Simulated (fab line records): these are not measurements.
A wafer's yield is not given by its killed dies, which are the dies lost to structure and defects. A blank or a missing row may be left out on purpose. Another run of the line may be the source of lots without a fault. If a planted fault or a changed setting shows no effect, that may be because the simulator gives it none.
What tool caused it? / flow gf180mcu / 39 wafers from 13 lots sampled at 3 of the route's 602 steps

WHAT EACH GAUGE READ, for each wafer
GF_M4_RS_MEAS_05: a four-point-probe measurement.
lot=L286; measured=day 22 12:32; on=film-metro-01; M4_ALCU_RS (ohm/sq)=0.0680 0.0686 0.0685
lot=L289; measured=day 23 07:13; on=film-metro-04; M4_ALCU_RS (ohm/sq)=0.0696 0.0712 0.0698
lot=L290; measured=day 23 15:52; on=film-metro-04; M4_ALCU_RS (ohm/sq)=0.0704 0.0695 0.0701
lot=L291; measured=day 24 02:46; on=film-metro-04; M4_ALCU_RS (ohm/sq)=0.0698 0.0700 0.0695
lot=L293; measured=day 24 20:49; on=film-metro-01; M4_ALCU_RS (ohm/sq)=0.0687 0.0703 0.0702
lot=L298; measured=day 26 11:52; on=film-metro-01; M4_ALCU_RS (ohm/sq)=0.0684 0.0684 0.0684
lot=L300; measured=day 27 08:28; on=film-metro-01; M4_ALCU_RS (ohm/sq)=0.0696 0.0696 0.0694
lot=L302; measured=day 27 22:44; on=film-metro-04; M4_ALCU_RS (ohm/sq)=0.0689 0.0686 0.0691
lot=L303; measured=day 28 13:16; on=film-metro-04; M4_ALCU_RS (ohm/sq)=0.0693 0.0694 0.0694
lot=L305; measured=day 29 02:38; on=film-metro-01; M4_ALCU_RS (ohm/sq)=0.0693 0.0699 0.0699
lot=L306; measured=day 29 05:28; on=film-metro-02; M4_ALCU_RS (ohm/sq)=0.0685 0.0680 0.0694
lot=L308; measured=day 29 15:47; on=film-metro-01; M4_ALCU_RS (ohm/sq)=0.0691 0.0688 0.0687
lot=L309; measured=day 29 21:32; on=film-metro-02; M4_ALCU_RS (ohm/sq)=0.0680 0.0699 0.0698

GF_V4_THK_MEAS_01.
lot=L286; measured=day 23 11:56; on=film-metro-01; V4_CVD_00_THK (nm)=595 592 594
lot=L289; measured=day 24 06:27; on=film-metro-02; V4_CVD_00_THK (nm)=603 596 611
lot=L290; measured=day 24 15:18; on=film-metro-03; V4_CVD_00_THK (nm)=598 585 592
lot=L291; measured=day 25 02:07; on=film-metro-03; V4_CVD_00_THK (nm)=603 597 601
lot=L293; measured=day 25 19:32; on=film-metro-02; V4_CVD_00_THK (nm)=610 603 605
lot=L298; measured=day 27 09:03; on=film-metro-01; V4_CVD_00_THK (nm)=600 597 592
lot=L300; measured=day 28 05:26; on=film-metro-03; V4_CVD_00_THK (nm)=600 593 600
lot=L302; measured=day 28 19:46; on=film-metro-03; V4_CVD_00_THK (nm)=594 607 594
lot=L303; measured=day 29 09:37; on=film-metro-01; V4_CVD_00_THK (nm)=606 597 595
lot=L305; measured=day 29 22:48; on=film-metro-01; V4_CVD_00_THK (nm)=606 604 608
lot=L306; measured=day 30 01:21; on=film-metro-02; V4_CVD_00_THK (nm)=603 604 599
lot=L308; measured=day 30 10:26; on=film-metro-03; V4_CVD_00_THK (nm)=608 608 607
lot=L309; measured=day 30 17:11; on=film-metro-01; V4_CVD_00_THK (nm)=595 599 598

GF_V4_OVL_MEAS_15.
lot=L286; measured=day 24 10:41; on=overlay-01; V4_OVL (nm)=3 2 5
lot=L289; measured=day 25 05:20; on=overlay-02; V4_OVL (nm)=2 14 7
lot=L290; measured=day 25 13:40; on=overlay-02; V4_OVL (nm)=3 7 2
lot=L291; measured=day 26 00:27; on=overlay-02; V4_OVL (nm)=3 0 6
lot=L293; measured=day 26 18:03; on=overlay-02; V4_OVL (nm)=6 5 7
lot=L298; measured=day 28 06:02; on=overlay-01; V4_OVL (nm)=15 9 4
lot=L300; measured=day 29 02:01; on=overlay-01; V4_OVL (nm)=3 3 -1
lot=L302; measured=day 29 15:40; on=overlay-01; V4_OVL (nm)=-1 -8 -7
lot=L303; measured=day 30 05:05; on=overlay-02; V4_OVL (nm)=-2 -4 0
lot=L305; measured=day 30 17:22; on=overlay-01; V4_OVL (nm)=-8 -8 -4
lot=L306; measured=day 30 20:14; on=overlay-01; V4_OVL (nm)=8 2 4
lot=L308; measured=day 31 05:16; on=overlay-01; V4_OVL (nm)=13 4 5
lot=L309; measured=day 31 11:26; on=overlay-02; V4_OVL (nm)=13 12 10

EACH LOT AND THE TOOL THAT RAN IT (in order: tool; ch and the chambers of the sampled wafers; start)
There is no process step in the record ahead of these readings.

AS READ BY THE TOOLS THEMSELVES (means over the sampled wafers that have a number; for cases with no such wafer, the mark the record gives instead)
The record holds no such reading with a usual standard deviation.

THE ANSWER, worked out from the rows above alone
Rule: the usual values come from the lots themselves. Put in order of their means at a reading, lots are off if they are a third of the lots or fewer, leave a main group of 4 or more, and stand apart from it by a gap of 3 or more times the standard deviation of the main group's means; of several such gaps the widest counts. If all means in a main group match to the digits the tables above print for the reading, that group is not used. Also off: a lot with no number at a reading for which 4 or more lots have one. The other lots that the step has rows for count as sound. The gauges are gone through in route order, then the tools' own readings, and for those a lot's mean is taken as printed above. The first step at which some lot is off is used, and at that step the reading that is off furthest; a lot without a number counts as furthest.
No lot is off on any of the readings shown, so nothing can be concluded from this.

WHAT WAS PUT IN BY THE SIMULATOR
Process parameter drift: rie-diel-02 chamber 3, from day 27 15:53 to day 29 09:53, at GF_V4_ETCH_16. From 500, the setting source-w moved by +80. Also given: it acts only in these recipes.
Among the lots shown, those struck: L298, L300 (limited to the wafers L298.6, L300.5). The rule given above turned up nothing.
